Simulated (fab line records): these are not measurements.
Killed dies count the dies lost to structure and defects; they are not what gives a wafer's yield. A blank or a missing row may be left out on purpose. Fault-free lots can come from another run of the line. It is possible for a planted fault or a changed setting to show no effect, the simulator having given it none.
Which tool did it? ; flow gf180mcu ; 18 wafers from 6 lots sampled at 4 of the route's 602 steps

== WHAT THE GAUGES SHOWED, per wafer ==
GF_V1_THK_MEAS_03.
lot;measured;on;V1_CVD_02_THK (nm)
L877;day 17 21:03;film-metro-01;837 839 853
L879;day 18 13:31;film-metro-01;825 846 840
L884;day 20 15:34;film-metro-02;867 833 857
L888;day 22 01:38;film-metro-01;852 857 877
L892;day 23 10:22;film-metro-02;837 624 859
L898;day 25 09:31;film-metro-02;837 826 846

== WHAT TOOL EACH LOT RAN ON (gives the tool, then ch and the chambers of the sampled wafers, and finally the start) ==
lot;GF_M1_SPUTTER_00;GF_M1_STRIP_17;GF_V1_CVD_02
L877;pvd-sputter-03, day 16 20:46;plasma-asher-04 ch 0,1, day 17 20:19;pecvd-01 ch 0,1, day 17 20:58
L879;pvd-sputter-03, day 17 12:47;plasma-asher-01 ch 0,1, day 18 12:47;pecvd-01 ch 0,1,2, day 18 13:26
L884;pvd-sputter-04, day 19 14:38;plasma-asher-03 ch 0,1, day 20 14:49;pecvd-02 ch 0,1, day 20 15:29
L888;pvd-sputter-02, day 21 01:25;plasma-asher-01 ch 0,1, day 22 00:49;pecvd-02 ch 1,2, day 22 01:32
L892;pvd-sputter-02, day 22 10:26;plasma-asher-01 ch 0,1, day 23 09:37;pecvd-04 ch 0,1,2, day 23 10:17
L898;pvd-sputter-04, day 24 10:28;plasma-asher-04 ch 0,1, day 25 08:46;pecvd-01 ch 0,1, day 25 09:26
- GF_M1_SPUTTER_00: material Ti, target thk 37.5 nm, time 150 s.
- GF_M1_STRIP_17: strips in O2/N2.
- GF_V1_CVD_02: deposits SiO2 from TEOS, target thk 850 nm, time 94.851 s.

== THE ANSWER, worked out from the rows above alone ==
Rule: the usual values come from the lots themselves. Put in order of their means at a reading, lots are off if they are a third of the lots or fewer, leave a main group of 4 or more, and stand apart from it by a gap of 3 or more times the standard deviation of the main group's means; of several such gaps the widest counts. If all means in a main group match to the digits the tables above print for the reading, that group is not used. A lot without any number at a reading at which 4 lots or more have one is off too. Where the step has rows for the other lots, those lots are counted as sound.
Off: at GF_V1_THK_MEAS_03 (V1_CVD_02_THK), L892. Main group: mean 846 nm, sd 9.8.
If a tool, at a process step before that reading, ran all the lots that are off and no sound lot after the first of them, it fits. Gauges at GF_V1_THK_MEAS_03: tried the same way as those tools. Can't be told from this: 3 tools fit, pvd-sputter-02 at GF_M1_SPUTTER_00, plasma-asher-01 at GF_M1_STRIP_17, pecvd-04 at GF_V1_CVD_02.

== WHAT HAD BEEN PUT IN BY THE SIMULATOR ==
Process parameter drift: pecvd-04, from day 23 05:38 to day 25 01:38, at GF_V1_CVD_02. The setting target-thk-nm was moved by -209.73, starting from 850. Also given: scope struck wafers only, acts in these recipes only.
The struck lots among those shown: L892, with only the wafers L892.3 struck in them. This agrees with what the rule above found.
